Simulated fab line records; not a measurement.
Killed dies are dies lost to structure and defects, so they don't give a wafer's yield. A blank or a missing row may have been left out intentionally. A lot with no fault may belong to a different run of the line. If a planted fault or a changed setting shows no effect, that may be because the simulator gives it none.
fab line records / flow gf180mcu
[record] lots = 6 wafers = 18 last_day = 34
route steps=602 shown V4@483 PASSIVATION@602
lots with no fault: from the same line, run without faults
start_h: hours from the record's first day to the start of the lot's first wafer shown / wait_h: hours from the lot's prior step to this one / " the same as in the row above / L1.1+2: one row covering several wafers at once / - no value, or no start was given / * or withheld: withheld / < > ~ a bound
route shown NAME@n: NAME is a module with steps in the file, n the number in the route of the first one / usual: mean/standard deviation taken from wafers without a fault / same: alike in all rows / chamber/n: place in a boat / sites: each site's reading / _std_site: the values' standard deviation / _edge_site: inner sites' mean taken away from outer sites' mean / radius_mm: how far each site lies from the wafer's centre / mask NAME#n: copy n / behind: the most recent tool/chamber to have shaped the wafer / hold: why the lot went on hold/how many hours it stayed there/how the hold came to an end / device: names the non-switching transistor (n, p or np) / end of line: the tests these same wafers got at the end of their route / a step without rows: its recipe alone / killed: count of dies lost to structure and defects at first sort (not the wafer's yield) / map: the dies of a wafer, with x for killed, . for not killed, _ for no die there
set.NAME: setting as actually run; set.NAME@STEP: the setting as run at that earlier step / model.NAME: the simulator's own value behind a step, which no gauge read
a table for each step, a row for each wafer; lots at some steps of the route
services: from which hour (start_h, from the record's first day; less than 0 if before it) a tool's chamber was out of use, for how many hours, and why
[[steps]]
[step GF_V4_HMDS_07]
[recipe] prime_time_s = 60 prime_temp_c = 120
[step GF_V4_COAT_08]
[recipe] resist = BARC temp_c = withheld time_s = withheld spin_rpm = withheld resist_thk_nm = withheld
[step GF_V4_COAT_09]
[recipe] resist = KrF spin_rpm = withheld resist_thk_nm = 1000
[step GF_V4_SOFTBAKE_10]
[recipe] temp_c = 130 time_s = 60 resist = KrF
[step GF_V4_EXPOSE_11]
[recipe] mask_id = Via4 target_cd_nm = 260 na = 0.68 source_shape = conventional sigma_outer = 0.6 dose_mj = 38
[step GF_V4_PEB_12]
[recipe] peb_temp_c = 135 peb_time_s = 90 resist = KrF
[step GF_V4_DEVELOP_13]
[recipe] develop_time_s = 60 resist = KrF dev_temp_c = 21
[step GF_V4_CD_MEAS_14]
[recipe] target_cd_nm = 260
[usual] cd_nm = 259.8/1.3
lot.wafer=L417.2 tool=cd_sem-02 chamber=- start_h=628.32 wait_h=0.1 cd_nm=258.9
lot.wafer=L417.3 tool=cd_sem-02 chamber=- start_h=628.32 wait_h=0.1 cd_nm=258.7
lot.wafer=L417.5 tool=cd_sem-02 chamber=- start_h=628.32 wait_h=0.1 cd_nm=258.6
lot.wafer=L424.1 tool=cd_sem-01 chamber=- start_h=671.85 wait_h=0.1 cd_nm=259.0
lot.wafer=L424.3 tool=cd_sem-01 chamber=- start_h=671.85 wait_h=0.1 cd_nm=260.1
lot.wafer=L424.6 tool=cd_sem-01 chamber=- start_h=671.85 wait_h=0.1 cd_nm=257.6
lot.wafer=L425.1 tool=cd_sem-02 chamber=- start_h=677.85 wait_h=0.1 cd_nm=259.9
lot.wafer=L425.2 tool=cd_sem-02 chamber=- start_h=677.85 wait_h=0.1 cd_nm=260.3
lot.wafer=L425.6 tool=cd_sem-02 chamber=- start_h=677.85 wait_h=0.1 cd_nm=260.4
lot.wafer=L426.1 tool=cd_sem-01 chamber=- start_h=680.60 wait_h=0.1 cd_nm=260.9
lot.wafer=L426.2 tool=cd_sem-01 chamber=- start_h=680.60 wait_h=0.1 cd_nm=259.8
lot.wafer=L426.4 tool=cd_sem-01 chamber=- start_h=680.60 wait_h=0.1 cd_nm=260.9
lot.wafer=L428.2 tool=cd_sem-01 chamber=- start_h=702.27 wait_h=0.1 cd_nm=261.0
lot.wafer=L428.3 tool=cd_sem-01 chamber=- start_h=702.27 wait_h=0.1 cd_nm=260.0
lot.wafer=L428.6 tool=cd_sem-01 chamber=- start_h=702.27 wait_h=0.1 cd_nm=260.8
lot.wafer=L433.1 tool=cd_sem-02 chamber=- start_h=728.85 wait_h=0.1 cd_nm=258.0
lot.wafer=L433.2 tool=cd_sem-02 chamber=- start_h=728.85 wait_h=0.1 cd_nm=258.0
lot.wafer=L433.4 tool=cd_sem-02 chamber=- start_h=728.85 wait_h=0.1 cd_nm=257.5
[step GF_V4_OVL_MEAS_15]
[usual] V4_OVL = -8/5.2
lot.wafer=L417.2 tool=overlay-02 chamber=- start_h=628.42 wait_h=0.1 V4_OVL[nm]=-11
lot.wafer=L417.3 tool=overlay-02 chamber=- start_h=628.42 wait_h=0.1 V4_OVL[nm]=-6
lot.wafer=L417.5 tool=overlay-02 chamber=- start_h=628.42 wait_h=0.1 V4_OVL[nm]=-7
lot.wafer=L424.1 tool=overlay-01 chamber=- start_h=671.97 wait_h=0.1 V4_OVL[nm]=-8
lot.wafer=L424.3 tool=overlay-01 chamber=- start_h=671.97 wait_h=0.1 V4_OVL[nm]=-9
lot.wafer=L424.6 tool=overlay-01 chamber=- start_h=671.97 wait_h=0.1 V4_OVL[nm]=-5
lot.wafer=L425.1 tool=overlay-02 chamber=- start_h=677.97 wait_h=0.1 V4_OVL[nm]=-8
lot.wafer=L425.2 tool=overlay-02 chamber=- start_h=677.97 wait_h=0.1 V4_OVL[nm]=-10
lot.wafer=L425.6 tool=overlay-02 chamber=- start_h=677.97 wait_h=0.1 V4_OVL[nm]=1
lot.wafer=L426.1 tool=overlay-02 chamber=- start_h=680.72 wait_h=0.1 V4_OVL[nm]=1
lot.wafer=L426.2 tool=overlay-02 chamber=- start_h=680.72 wait_h=0.1 V4_OVL[nm]=-3
lot.wafer=L426.4 tool=overlay-02 chamber=- start_h=680.72 wait_h=0.1 V4_OVL[nm]=-5
lot.wafer=L428.2 tool=overlay-02 chamber=- start_h=702.37 wait_h=0.1 V4_OVL[nm]=-5
lot.wafer=L428.3 tool=overlay-02 chamber=- start_h=702.37 wait_h=0.1 V4_OVL[nm]=-15
lot.wafer=L428.6 tool=overlay-02 chamber=- start_h=702.37 wait_h=0.1 V4_OVL[nm]=-10
lot.wafer=L433.1 tool=overlay-01 chamber=- start_h=728.97 wait_h=0.1 V4_OVL[nm]=3
lot.wafer=L433.2 tool=overlay-01 chamber=- start_h=728.97 wait_h=0.1 V4_OVL[nm]=1
lot.wafer=L433.4 tool=overlay-01 chamber=- start_h=728.97 wait_h=0.1 V4_OVL[nm]=-8
[step GF_V4_ETCH_16]
[recipe] chemistry = N2/H2 target_depth_a = withheld overetch_a = withheld time_s = withheld target = BARC ion_energy_ev = 200 source_w = 500 bias_w = 100 pressure_mtorr = 30 n2_flow_sccm = 100 h2_flow_sccm = 200
[usual] drypump_motor_current_A = 5.8/0.39 oes_product_au = 0.855/0.005 throttle_valve_pct = 13.225/0.0092
lot.wafer=L417.2 tool=rie_diel-02 chamber=2 start_h=628.45 wait_h=0.0 drypump_motor_current_A=5.4 oes_product_au=0.854 throttle_valve_pct=13.241
lot.wafer=L417.3 tool=rie_diel-02 chamber=3 start_h=628.45 wait_h=0.0 drypump_motor_current_A=5.8 oes_product_au=0.844 throttle_valve_pct=13.213
lot.wafer=L417.5 tool=rie_diel-02 chamber=3 start_h=628.45 wait_h=0.0 drypump_motor_current_A=5.8 oes_product_au=0.853 throttle_valve_pct=13.219
lot.wafer=L424.1 tool=rie_diel-02 chamber=1 start_h=672.00 wait_h=0.0 drypump_motor_current_A=6.1 oes_product_au=0.846 throttle_valve_pct=13.231
lot.wafer=L424.3 tool=rie_diel-02 chamber=2 start_h=672.00 wait_h=0.0 drypump_motor_current_A=5.4 oes_product_au=0.853 throttle_valve_pct=13.230
lot.wafer=L424.6 tool=rie_diel-02 chamber=0 start_h=672.00 wait_h=0.0 drypump_motor_current_A=5.5 oes_product_au=0.852 throttle_valve_pct=13.202
lot.wafer=L425.1 tool=rie_diel-02 chamber=3 start_h=678.00 wait_h=0.0 drypump_motor_current_A=5.8 oes_product_au=0.855 throttle_valve_pct=13.208
lot.wafer=L425.2 tool=rie_diel-02 chamber=1 start_h=678.00 wait_h=0.0 drypump_motor_current_A=6.1 oes_product_au=0.852 throttle_valve_pct=13.216
lot.wafer=L425.6 tool=rie_diel-02 chamber=0 start_h=678.00 wait_h=0.0 drypump_motor_current_A=5.5 oes_product_au=0.855 throttle_valve_pct=13.235
lot.wafer=L426.1 tool=rie_diel-01 chamber=3 start_h=680.75 wait_h=0.0 drypump_motor_current_A=5.7 oes_product_au=0.852 throttle_valve_pct=13.227
lot.wafer=L426.2 tool=rie_diel-01 chamber=2 start_h=680.75 wait_h=0.0 drypump_motor_current_A=6.6 oes_product_au=0.862 throttle_valve_pct=13.252
lot.wafer=L426.4 tool=rie_diel-01 chamber=0 start_h=680.75 wait_h=0.0 drypump_motor_current_A=5.7 oes_product_au=0.863 throttle_valve_pct=13.233
lot.wafer=L428.2 tool=rie_diel-02 chamber=2 start_h=702.40 wait_h=0.0 drypump_motor_current_A=5.4 oes_product_au=0.861 throttle_valve_pct=13.231
lot.wafer=L428.3 tool=rie_diel-02 chamber=1 start_h=702.40 wait_h=0.0 drypump_motor_current_A=6.1 oes_product_au=0.863 throttle_valve_pct=13.230
lot.wafer=L428.6 tool=rie_diel-02 chamber=3 start_h=702.40 wait_h=0.0 drypump_motor_current_A=5.8 oes_product_au=0.854 throttle_valve_pct=13.203
lot.wafer=L433.1 tool=rie_diel-02 chamber=2 start_h=729.00 wait_h=0.0 drypump_motor_current_A=5.4 oes_product_au=0.854 throttle_valve_pct=13.229
lot.wafer=L433.2 tool=rie_diel-02 chamber=1 start_h=729.00 wait_h=0.0 drypump_motor_current_A=6.1 oes_product_au=0.848 throttle_valve_pct=13.241
lot.wafer=L433.4 tool=rie_diel-02 chamber=3 start_h=729.00 wait_h=0.0 drypump_motor_current_A=5.8 oes_product_au=0.851 throttle_valve_pct=13.215
[step GF_V4_ETCH_17]
[recipe] chemistry = C4F8/O2/Ar mask_material = KrF target = SiO2 stop_on = TiN source_w = 1500 bias_w = 1200 pressure_mtorr = 40 c4f8_flow_sccm = withheld O2_flow_sccm = 6 Ar_flow_sccm = 300 time_s = withheld target_depth_a = 6300
[usual] oes_product_au = 0.862/0.0048
lot.wafer=L417.2 tool=rie_diel-02 chamber=2 start_h=- wait_h=- oes_product_au=0.874
lot.wafer=L417.3 tool=rie_diel-02 chamber=3 start_h=- wait_h=- oes_product_au=0.853
lot.wafer=L417.5 tool=rie_diel-02 chamber=3 start_h=- wait_h=- oes_product_au=0.859
lot.wafer=L424.1 tool=rie_diel-02 chamber=1 start_h=- wait_h=- oes_product_au=0.857
lot.wafer=L424.3 tool=rie_diel-02 chamber=2 start_h=- wait_h=- oes_product_au=0.865
lot.wafer=L424.6 tool=rie_diel-02 chamber=0 start_h=- wait_h=- oes_product_au=0.861
lot.wafer=L425.1 tool=rie_diel-02 chamber=3 start_h=- wait_h=- oes_product_au=0.852
lot.wafer=L425.2 tool=rie_diel-02 chamber=1 start_h=- wait_h=- oes_product_au=0.866
lot.wafer=L425.6 tool=rie_diel-02 chamber=0 start_h=- wait_h=- oes_product_au=0.865
lot.wafer=L426.1 tool=rie_diel-01 chamber=3 start_h=- wait_h=- oes_product_au=0.859
lot.wafer=L426.2 tool=rie_diel-01 chamber=2 start_h=- wait_h=- oes_product_au=0.858
lot.wafer=L426.4 tool=rie_diel-01 chamber=0 start_h=- wait_h=- oes_product_au=0.857
lot.wafer=L428.2 tool=rie_diel-02 chamber=2 start_h=- wait_h=- oes_product_au=0.865
lot.wafer=L428.3 tool=rie_diel-02 chamber=1 start_h=- wait_h=- oes_product_au=0.861
lot.wafer=L428.6 tool=rie_diel-02 chamber=3 start_h=- wait_h=- oes_product_au=0.858
lot.wafer=L433.1 tool=rie_diel-02 chamber=2 start_h=- wait_h=- oes_product_au=0.870
lot.wafer=L433.2 tool=rie_diel-02 chamber=1 start_h=- wait_h=- oes_product_au=0.854
lot.wafer=L433.4 tool=rie_diel-02 chamber=3 start_h=- wait_h=- oes_product_au=0.863
[step GF_V4_STRIP_18]
[recipe] chemistry = O2/N2 power_w = 1400 pressure_mtorr = 1500 platen_temp_c = 250 o2_flow_sccm = 3000 n2_flow_sccm = 300 overash_fraction = 0.5
[usual] chamber_pressure_mTorr = 1500.0/1.4 drypump_motor_current_A = 5.8/0.49 heater_power_w = 339/11 oes_product_au = 0.594/0.0049
lot.wafer=L417.2 tool=plasma_asher-01 chamber=0 start_h=628.58 wait_h=- chamber_pressure_mTorr=1498.7 drypump_motor_current_A=5.5 heater_power_w=329 oes_product_au=0.604 rf_hours_counter_h=99
lot.wafer=L417.3 tool=plasma_asher-01 chamber=1 start_h=628.58 wait_h=- chamber_pressure_mTorr=1500.3 drypump_motor_current_A=5.4 heater_power_w=333 oes_product_au=0.592 rf_hours_counter_h=-
lot.wafer=L417.5 tool=plasma_asher-01 chamber=0 start_h=628.58 wait_h=- chamber_pressure_mTorr=1500.2 drypump_motor_current_A=5.5 heater_power_w=326 oes_product_au=0.597 rf_hours_counter_h=-
lot.wafer=L424.1 tool=plasma_asher-02 chamber=0 start_h=672.13 wait_h=- chamber_pressure_mTorr=1499.4 drypump_motor_current_A=5.4 heater_power_w=346 oes_product_au=0.595 rf_hours_counter_h=91
lot.wafer=L424.3 tool=plasma_asher-02 chamber=0 start_h=672.13 wait_h=- chamber_pressure_mTorr=1499.4 drypump_motor_current_A=5.3 heater_power_w=344 oes_product_au=0.590 rf_hours_counter_h=-
lot.wafer=L424.6 tool=plasma_asher-02 chamber=0 start_h=672.13 wait_h=- chamber_pressure_mTorr=1498.8 drypump_motor_current_A=5.3 heater_power_w=342 oes_product_au=0.596 rf_hours_counter_h=-
lot.wafer=L425.1 tool=plasma_asher-02 chamber=0 start_h=678.13 wait_h=- chamber_pressure_mTorr=1501.0 drypump_motor_current_A=5.3 heater_power_w=357 oes_product_au=0.602 rf_hours_counter_h=91
lot.wafer=L425.2 tool=plasma_asher-02 chamber=1 start_h=678.13 wait_h=- chamber_pressure_mTorr=1502.3 drypump_motor_current_A=6.4 heater_power_w=340 oes_product_au=0.596 rf_hours_counter_h=91
lot.wafer=L425.6 tool=plasma_asher-02 chamber=0 start_h=678.13 wait_h=- chamber_pressure_mTorr=1500.5 drypump_motor_current_A=5.4 heater_power_w=360 oes_product_au=0.597 rf_hours_counter_h=-
lot.wafer=L426.1 tool=plasma_asher-02 chamber=1 start_h=680.88 wait_h=- chamber_pressure_mTorr=1498.9 drypump_motor_current_A=6.4 heater_power_w=351 oes_product_au=0.593 rf_hours_counter_h=91
lot.wafer=L426.2 tool=plasma_asher-02 chamber=0 start_h=680.88 wait_h=- chamber_pressure_mTorr=1499.9 drypump_motor_current_A=5.4 heater_power_w=349 oes_product_au=0.599 rf_hours_counter_h=91
lot.wafer=L426.4 tool=plasma_asher-02 chamber=1 start_h=680.88 wait_h=- chamber_pressure_mTorr=1499.3 drypump_motor_current_A=6.5 heater_power_w=344 oes_product_au=0.593 rf_hours_counter_h=-
lot.wafer=L428.2 tool=plasma_asher-01 chamber=1 start_h=702.53 wait_h=- chamber_pressure_mTorr=1499.8 drypump_motor_current_A=5.4 heater_power_w=337 oes_product_au=0.592 rf_hours_counter_h=107
lot.wafer=L428.3 tool=plasma_asher-01 chamber=1 start_h=702.53 wait_h=- chamber_pressure_mTorr=1502.5 drypump_motor_current_A=5.4 heater_power_w=332 oes_product_au=0.592 rf_hours_counter_h=-
lot.wafer=L428.6 tool=plasma_asher-01 chamber=1 start_h=702.53 wait_h=- chamber_pressure_mTorr=1498.8 drypump_motor_current_A=5.4 heater_power_w=337 oes_product_au=0.602 rf_hours_counter_h=-
lot.wafer=L433.1 tool=plasma_asher-01 chamber=0 start_h=729.13 wait_h=- chamber_pressure_mTorr=1503.5 drypump_motor_current_A=5.5 heater_power_w=326 oes_product_au=0.598 rf_hours_counter_h=109
lot.wafer=L433.2 tool=plasma_asher-01 chamber=1 start_h=729.13 wait_h=- chamber_pressure_mTorr=1500.5 drypump_motor_current_A=5.4 heater_power_w=341 oes_product_au=0.599 rf_hours_counter_h=109
lot.wafer=L433.4 tool=plasma_asher-01 chamber=1 start_h=729.13 wait_h=- chamber_pressure_mTorr=1498.3 drypump_motor_current_A=5.4 heater_power_w=337 oes_product_au=0.599 rf_hours_counter_h=-
[step GF_V4_STRIP_19]
[recipe] chemistry = post_etch_residue_remover time_s = 1200 temp_c = 72.5
[usual] bath_guard_temp_C = 72.3/0.48 bath_heat_duty_pct = 14.1/1.9 temp_c = 72.47/0.11 time_s = 1200/0
lot.wafer=L417.2 tool=wet_bench-04 chamber=0 start_h=628.68 wait_h=0.1 bath_guard_temp_C=72.7 bath_heat_duty_pct=18.1 temp_c=72.74 time_s=1200
lot.wafer=L417.3 tool=wet_bench-04 chamber=0 start_h=628.68 wait_h=0.1 bath_guard_temp_C=72.7 bath_heat_duty_pct=17.3 temp_c=72.71 time_s=1200
lot.wafer=L417.5 tool=wet_bench-04 chamber=0 start_h=628.68 wait_h=0.1 bath_guard_temp_C=72.7 bath_heat_duty_pct=17.9 temp_c=72.74 time_s=1200
lot.wafer=L424.1 tool=wet_bench-03 chamber=3 start_h=672.23 wait_h=0.1 bath_guard_temp_C=- bath_heat_duty_pct=- temp_c=- time_s=-
lot.wafer=L424.3 tool=wet_bench-03 chamber=3 start_h=672.23 wait_h=0.1 bath_guard_temp_C=- bath_heat_duty_pct=- temp_c=- time_s=-
lot.wafer=L424.6 tool=wet_bench-03 chamber=3 start_h=672.23 wait_h=0.1 bath_guard_temp_C=- bath_heat_duty_pct=- temp_c=- time_s=-
lot.wafer=L425.1 tool=wet_bench-04 chamber=2 start_h=678.23 wait_h=0.1 bath_guard_temp_C=- bath_heat_duty_pct=- temp_c=- time_s=-
lot.wafer=L425.2 tool=wet_bench-04 chamber=2 start_h=678.23 wait_h=0.1 bath_guard_temp_C=- bath_heat_duty_pct=- temp_c=- time_s=-
lot.wafer=L425.6 tool=wet_bench-04 chamber=2 start_h=678.23 wait_h=0.1 bath_guard_temp_C=- bath_heat_duty_pct=- temp_c=- time_s=-
lot.wafer=L426.1 tool=wet_bench-04 chamber=1 start_h=680.98 wait_h=0.1 bath_guard_temp_C=72.1 bath_heat_duty_pct=13.6 temp_c=72.61 time_s=1200
lot.wafer=L426.2 tool=wet_bench-04 chamber=1 start_h=680.98 wait_h=0.1 bath_guard_temp_C=72.1 bath_heat_duty_pct=13.4 temp_c=72.60 time_s=1200
lot.wafer=L426.4 tool=wet_bench-04 chamber=1 start_h=680.98 wait_h=0.1 bath_guard_temp_C=72.1 bath_heat_duty_pct=13.9 temp_c=72.43 time_s=1200
lot.wafer=L428.2 tool=wet_bench-01 chamber=2 start_h=702.63 wait_h=0.1 bath_guard_temp_C=72.3 bath_heat_duty_pct=12.7 temp_c=72.63 time_s=1200
lot.wafer=L428.3 tool=wet_bench-01 chamber=2 start_h=702.63 wait_h=0.1 bath_guard_temp_C=72.0 bath_heat_duty_pct=11.1 temp_c=72.54 time_s=1200
lot.wafer=L428.6 tool=wet_bench-01 chamber=2 start_h=702.63 wait_h=0.1 bath_guard_temp_C=72.6 bath_heat_duty_pct=12.2 temp_c=72.50 time_s=1200
lot.wafer=L433.1 tool=wet_bench-03 chamber=3 start_h=729.23 wait_h=0.1 bath_guard_temp_C=72.7 bath_heat_duty_pct=14.4 temp_c=72.52 time_s=1200
lot.wafer=L433.2 tool=wet_bench-03 chamber=3 start_h=729.23 wait_h=0.1 bath_guard_temp_C=72.9 bath_heat_duty_pct=14.0 temp_c=72.50 time_s=1200
lot.wafer=L433.4 tool=wet_bench-03 chamber=3 start_h=729.23 wait_h=0.1 bath_guard_temp_C=72.9 bath_heat_duty_pct=14.3 temp_c=72.45 time_s=1200
[step GF_V4_CLEAN_20]
[recipe] chemistry = DIW dry = n2_spin
[step GF_PASSIVATION_PROBE_99]
lot.wafer=L417.2 tool=prober-02 chamber=- start_h=733.54 wait_h=0.1 model.etest.via4_chain.rc_ohm=6.678
lot.wafer=L417.3 tool=prober-02 chamber=- start_h=733.59 wait_h=0.2 model.etest.via4_chain.rc_ohm=6.537
lot.wafer=L417.5 tool=prober-02 chamber=- start_h=733.69 wait_h=0.2 model.etest.via4_chain.rc_ohm=6.653
lot.wafer=L424.1 tool=prober-01 chamber=- start_h=772.24 wait_h=0.1 model.etest.via4_chain.rc_ohm=7.971
lot.wafer=L424.3 tool=prober-01 chamber=- start_h=772.34 wait_h=0.2 model.etest.via4_chain.rc_ohm=7.83
lot.wafer=L424.6 tool=prober-01 chamber=- start_h=772.49 wait_h=0.2 model.etest.via4_chain.rc_ohm=8.288
lot.wafer=L425.1 tool=prober-01 chamber=- start_h=774.02 wait_h=0.1 model.etest.via4_chain.rc_ohm=7.785
lot.wafer=L425.2 tool=prober-01 chamber=- start_h=774.07 wait_h=0.1 model.etest.via4_chain.rc_ohm=7.773
lot.wafer=L425.6 tool=prober-01 chamber=- start_h=774.27 wait_h=0.2 model.etest.via4_chain.rc_ohm=8.253
lot.wafer=L426.1 tool=prober-02 chamber=- start_h=775.34 wait_h=0.1 model.etest.via4_chain.rc_ohm=6.432
lot.wafer=L426.2 tool=prober-02 chamber=- start_h=775.39 wait_h=0.1 model.etest.via4_chain.rc_ohm=6.724
lot.wafer=L426.4 tool=prober-02 chamber=- start_h=775.49 wait_h=0.2 model.etest.via4_chain.rc_ohm=6.502
lot.wafer=L428.2 tool=prober-02 chamber=- start_h=793.79 wait_h=0.1 model.etest.via4_chain.rc_ohm=6.491
lot.wafer=L428.3 tool=prober-02 chamber=- start_h=793.84 wait_h=0.2 model.etest.via4_chain.rc_ohm=6.277
lot.wafer=L428.6 tool=prober-02 chamber=- start_h=793.99 wait_h=0.2 model.etest.via4_chain.rc_ohm=6.043
lot.wafer=L433.1 tool=prober-01 chamber=- start_h=817.84 wait_h=0.1 model.etest.via4_chain.rc_ohm=6.52
lot.wafer=L433.2 tool=prober-01 chamber=- start_h=817.89 wait_h=0.1 model.etest.via4_chain.rc_ohm=6.367
lot.wafer=L433.4 tool=prober-01 chamber=- start_h=817.99 wait_h=0.2 model.etest.via4_chain.rc_ohm=6.564
// killed by level:class
L417.2 V5:geometric_particle:open=6 V1:geometric_particle:open=5 M1:geometric_particle:short=4 M4:geometric_particle:short=4 V3:geometric_particle:short=3 STI:geometric_particle:open=2 STI:geometric_particle:short=2 SALICIDE:geometric_particle:short=2
L417.3 V2:geometric_particle:open=4 M2:geometric_particle:short=3 V1:geometric_particle:short=3 M3:geometric_particle:short=3 V3:geometric_particle:short=3 M1:geometric_particle:short=2 V1:geometric_particle:open=2 V2:geometric_particle:short=2
L417.5 V3:geometric_particle:open=6 V5:geometric_particle:open=4 CONTACT:geometric_particle:open=3 V1:geometric_particle:open=3 M2:geometric_particle:short=3 V2:geometric_particle:open=3 M3:geometric_particle:short=3 V5:geometric_particle:short=3
L426.1 V3:geometric_particle:open=9 V5:geometric_particle:open=4 STI:geometric_particle:short=3 V5:geometric_particle:short=3 V1:geometric_particle:open=3 V2:geometric_particle:short=3 M4:geometric_particle:short=3 V4:geometric_particle:short=3
L426.2 CONTACT:geometric_particle:open=6 V3:geometric_particle:open=6 V4:geometric_particle:open=6 V5:geometric_particle:open=5 M1:geometric_particle:short=3 V2:geometric_particle:open=3 V1:geometric_particle:open=2 V4:geometric_particle:short=2
L426.4 CONTACT:geometric_particle:short=5 M3:geometric_particle:short=4 V3:geometric_particle:open=4 CONTACT:geometric_particle:open=3 V1:geometric_particle:short=3 V4:geometric_particle:open=3 V4:geometric_particle:short=2 M5:geometric_particle:short=2
L428.2 V5:geometric_particle:open=7 V1:geometric_particle:open=6 V3:geometric_particle:open=5 STI:geometric_particle:short=4 V4:geometric_particle:open=4 CONTACT:geometric_particle:open=3 M1:geometric_particle:short=3 V2:geometric_particle:open=2
L428.3 V3:geometric_particle:open=8 V2:geometric_particle:open=6 CONTACT:geometric_particle:open=4 M1:geometric_particle:short=4 V5:geometric_particle:short=3 STI:geometric_particle:short=2 V1:geometric_particle:open=2 M3:geometric_particle:short=2
L428.6 CONTACT:geometric_particle:open=9 V5:geometric_particle:open=8 M1:geometric_particle:short=4 V3:geometric_particle:open=4 STI:geometric_particle:short=3 V4:geometric_particle:open=3 CONTACT:geometric_particle:short=2 V3:geometric_particle:short=2
L433.1 V4:geometric_particle:open=8 V5:geometric_particle:open=7 CONTACT:geometric_particle:open=6 V1:geometric_particle:open=4 V3:geometric_particle:open=4 STI:geometric_particle:open=3 V2:geometric_particle:short=3 M5:geometric_particle:short=3
L433.2 V5:geometric_particle:open=6 STI:geometric_particle:open=5 CONTACT:geometric_particle:open=5 V3:geometric_particle:short=4 V4:geometric_particle:open=4 M3:geometric_particle:short=3 V1:geometric_particle:open=3 V2:geometric_particle:open=3
L433.4 CONTACT:geometric_particle:open=5 V1:geometric_particle:open=5 M3:geometric_particle:short=5 V3:geometric_particle:open=5 STI:geometric_particle:short=4 STI:geometric_particle:open=3 V1:geometric_particle:short=3 V3:geometric_particle:short=3
[[services]]
tool=rie_diel-01 chamber=- start_h=605.81 hours=2.8 kind=pm
tool=rie_diel-01 chamber=- start_h=620.52 hours=1.0 kind=repair
tool=rie_diel-02 chamber=3 start_h=648.75 hours=- kind=clean
tool=rie_diel-02 chamber=3 start_h=648.75 hours=24.7 kind=scheduled_down
tool=rie_diel-02 chamber=3 start_h=648.75 hours=24.7 kind=vent_cycle
tool=plasma_asher-01 chamber=- start_h=669.82 hours=1.3 kind=repair
tool=rie_diel-01 chamber=3 start_h=688.78 hours=3.6 kind=repair
tool=plasma_asher-02 chamber=- start_h=709.01 hours=2.8 kind=pm
tool=rie_diel-02 chamber=3 start_h=717.64 hours=10.5 kind=repair
[[key]]
[first_sign] step = GF_V4_STRIP_19 reading = tool_record direction = missing
effect none on later readings
[model_effect] step = GF_PASSIVATION_PROBE_99 value = etest.via4_chain.rc_ohm without = 6.555 struck = 7.983
met_at GF_V4_STRIP_19
struck_wafers L424.1,L424.3,L424.6,L425.1,L425.2,L425.6
sort_left_out L424.1,L424.3,L424.6,L425.1,L425.2,L425.6
onset_between 628.68 672.23
[fault] kind = skipped_step_whole tool = wet_bench-03,wet_bench-04 chamber = - onset_h = 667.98 steps = GF_V4_STRIP_19 scope = struck_lots_only
// sort_left_out: the simulated sort isn't trusted on such a fault, so these wafers' sort isn't shown, and their yield isn't known
